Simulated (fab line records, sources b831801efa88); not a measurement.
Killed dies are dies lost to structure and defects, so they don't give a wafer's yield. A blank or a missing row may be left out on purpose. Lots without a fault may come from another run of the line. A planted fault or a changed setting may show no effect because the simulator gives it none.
Chamber matching | flow gf180mcu | GF_V5_CMP_04 on cmp-02: 4 sister chambers
The step polishes SiO2. 4 wafers are shown with their chamber, then 12 later ones without.

WAFERS WITH THEIR CHAMBER
wafer  | chamber | motor_current_A (A)
L090.3 | 2       | 14.5
L092.1 | 3       | 12.1
L092.3 | 0       | 12.9
L092.4 | 1       | 10.9

WAFERS WITHOUT THEIR CHAMBER
wafer  | motor_current_A (A)
L093.1 | 15.3
L093.2 | 10.7
L093.4 | 12.3
L093.3 | 13.0
L093.5 | 16.2
L093.6 | 11.7
L095.1 | 12.7
L095.2 | 15.4
L095.3 | 12.8
L097.2 | 12.5
L097.4 | 12.1
L097.5 | 11.1

WHICH CHAMBER EACH WENT THROUGH
wafer  | from the rows above          | in truth
L093.1 | 2                            | 2
L093.2 | can't be placed: 1 or 3      | 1
L093.4 | can't be placed: 3 or 0 or 1 | 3
L093.3 | can't be placed: 0 or 3      | 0
L093.5 | 2                            | 2
L093.6 | can't be placed: 3 or 1 or 0 | 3
L095.1 | can't be placed: 0 or 3      | 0
L095.2 | 2                            | 2
L095.3 | can't be placed: 0 or 3      | 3
L097.2 | can't be placed: 0 or 3 or 1 | 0
L097.4 | can't be placed: 3 or 0 or 1 | 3
L097.5 | can't be placed: 1 or 3      | 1
Placed correctly: 3 of 12. Can't be placed from these rows: 9 (the true chamber is among the candidates in 9). Placed wrongly: 0.
How it was worked out, from the rows above alone: a wafer's distance from a chamber is the root of the sum, over the readings, of the square of ((its reading less the chamber's mean) divided by the reading's scatter). The wafer belongs to the nearest chamber; if the next one is less than 2 further off, it can't be placed. A chamber's mean is the mean of its shown wafers. The scatter: with one shown wafer a chamber, the root of the mean of the squares of how far each hidden wafer lies from its nearest shown one.
